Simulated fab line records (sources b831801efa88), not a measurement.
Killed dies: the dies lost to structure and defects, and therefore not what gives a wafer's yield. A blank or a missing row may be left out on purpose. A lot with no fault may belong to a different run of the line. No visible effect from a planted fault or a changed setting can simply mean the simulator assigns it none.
Matching of chambers -- flow gf180mcu -- 3 sister chambers for GF_PASSIVATION_CVD_02 on pecvd-02
The step deposits Si3N4, target thk 700 nm, time 486.18 s. 3 wafers are shown with their chamber, then 8 later ones without.

== WAFERS, EACH WITH ITS CHAMBER ==
wafer,chamber,heater-power-w (W)
L464.3,0,769
L464.4,1,739
L470.2,2,665

== WAFERS MISSING THEIR CHAMBER ==
wafer,heater-power-w (W)
L470.4,704
L470.6,771
L473.2,755
L473.3,689
L473.6,750
L475.2,667
L475.3,745
L475.5,732

== EACH ONE'S CHAMBER ==
wafer,from the rows above,in truth
L470.4,can't be placed: 1 or 2 or 0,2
L470.6,can't be placed: 0 or 1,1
L473.2,can't be placed: 0 or 1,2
L473.3,can't be placed: 2 or 1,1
L473.6,can't be placed: 1 or 0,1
L475.2,2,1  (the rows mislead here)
L475.3,can't be placed: 1 or 0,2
L475.5,can't be placed: 1 or 0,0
Placed correctly: 0 of 8. From these rows, 7 cannot be placed; in 5 the true chamber is one of the candidates. 1 placed wrongly.
How it was worked out, from the rows above alone: a wafer's distance from a chamber is the root of the sum, over the readings, of the square of ((its reading less the chamber's mean) divided by the reading's scatter). If the next closest chamber is less than 2 further off than the closest, the wafer can't be placed; otherwise it belongs to the closest. A chamber's mean is the mean of its shown wafers. The scatter: root of mean squared gap, hidden wafer to nearest shown wafer, with one shown wafer a chamber.
